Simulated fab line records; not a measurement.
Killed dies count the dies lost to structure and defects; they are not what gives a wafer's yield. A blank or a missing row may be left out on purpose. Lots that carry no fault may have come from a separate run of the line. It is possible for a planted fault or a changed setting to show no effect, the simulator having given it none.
Which tool was responsible? ; flow sky130 ; 14 lots with 42 wafers sampled at 2 steps, on a route of 708 steps

## WHAT THE GAUGES READ, wafer by wafer
No reading from a measuring or inspecting step in the record can be judged against a usual standard deviation.

## EACH LOT AND THE TOOL THAT RAN IT (in order: tool; ch and the chambers of the sampled wafers; start)
lot;SKY_VIA1_STRIP_16;SKY_PAD_OPEN_PROBE_99
L694;plasma asher-04 ch 0, day 33 16:46;-
L695;plasma asher-02 ch 0,1, day 34 01:55;-
L696;plasma asher-02 ch 0,1, day 34 20:50;prober-01, day 46 09:44
L698;plasma asher-04 ch 0,1, day 35 09:31;-
L699;plasma asher-02 ch 0,1, day 35 12:25;-
L702;plasma asher-03 ch 0,1, day 36 13:41;-
L704;plasma asher-02 ch 0,1, day 37 06:50;prober-01, day 48 07:52
L707;plasma asher-02 ch 0,1, day 38 01:23;prober-01, day 48 20:31
L706;plasma asher-02 ch 0,1, day 38 01:59;prober-02, day 48 22:52
L710;plasma asher-04 ch 0, day 38 22:50;-
L711;plasma asher-03 ch 0,1, day 39 05:32;-
L712;plasma asher-03 ch 0,1, day 39 06:25;-
L713;plasma asher-04 ch 0,1, day 39 22:17;-
L717;plasma asher-02 ch 0,1, day 41 14:04;-
- SKY_VIA1_STRIP_16: strips in O2/N2.
- SKY_PAD_OPEN_PROBE_99

## AS READ BY THE TOOLS THEMSELVES (means over the sampled wafers that have a number; for cases with no such wafer, the mark the record gives instead)
SKY_VIA1_STRIP_16.
lot;tool;drypump motor current A (A);o2 flow sccm (sccm);oes product au (a.u.);strip time to endpoint s (s)
L694;plasma asher-04;6.6;2999;0.418;4.427
L695;plasma asher-02;5.8;2991;0.412;4.465
L696;plasma asher-02;5.8;2996;0.414;4.466
L698;plasma asher-04;6.3;2993;0.418;4.456
L699;plasma asher-02;5.6;2992;0.415;4.446
L702;plasma asher-03;5.9;3003;0.417;4.445
L704;plasma asher-02;5.8;3001;0.411;4.411
L707;plasma asher-02;5.7;3004;0.414;4.477
L706;plasma asher-02;5.8;2994;0.415;4.481
L710;plasma asher-04;6.6;2988;0.419;4.482
L711;plasma asher-03;6.1;2996;0.415;4.468
L712;plasma asher-03;5.9;3000;0.417;4.455
L713;plasma asher-04;6.1;3008;0.415;4.480
L717;plasma asher-02;5.6;2998;0.418;4.495

SKY_PAD_OPEN_PROBE_99.
lot;tool;defect limited yield (%);killed_at_M0_to_M3;killed_at_M4_up;killed at contacts;killed at front end;killed at other;killed dies;killed on rim;killed open;killed short;sort_bin_3_pad_short (%);sort_bin_5_function (%);sort_bin_6_memory (%);sort n pass;sort yield pct (%)
L696;prober-01;82.7;42;4.7;25;13;0.0;85;14;46;39;0.9;10.5;5.9;407;82.7
L704;prober-01;82.9;43;5.7;24;11;0.3;84;14;44;40;0.9;10.1;6.1;408;82.9
L707;prober-01;74.0;83;3.3;26;14;1.0;128;20;50;39;3.1;15.6;7.2;364;74.0
L706;prober-02;72.6;96;2.0;21;16;0.0;135;23;52;32;3.7;16.7;7.0;357;72.6

## THE ANSWER, worked out from the rows above alone
Rule: the usual values come from the lots themselves. Put in order of their means at a reading, lots are off if they are a third of the lots or fewer, leave a main group of 4 or more, and stand apart from it by a gap of 3 or more times the standard deviation of the main group's means; of several such gaps the widest counts. Not used: any main group whose means are identical at the precision the tables above print for the reading. A lot without any number at a reading at which 4 lots or more have one is off too. Where the step has rows for the other lots, those lots are counted as sound. Order of review: gauges by route order, followed by the tools' own readings, for which a lot's mean as printed above is used. The first step at which some lot is off is used, and at that step the reading that is off furthest; a lot without a number counts as furthest.
Across all readings shown, no lot is off: no conclusion can be drawn from this.

## WHAT THE SIMULATOR HAD INSERTED
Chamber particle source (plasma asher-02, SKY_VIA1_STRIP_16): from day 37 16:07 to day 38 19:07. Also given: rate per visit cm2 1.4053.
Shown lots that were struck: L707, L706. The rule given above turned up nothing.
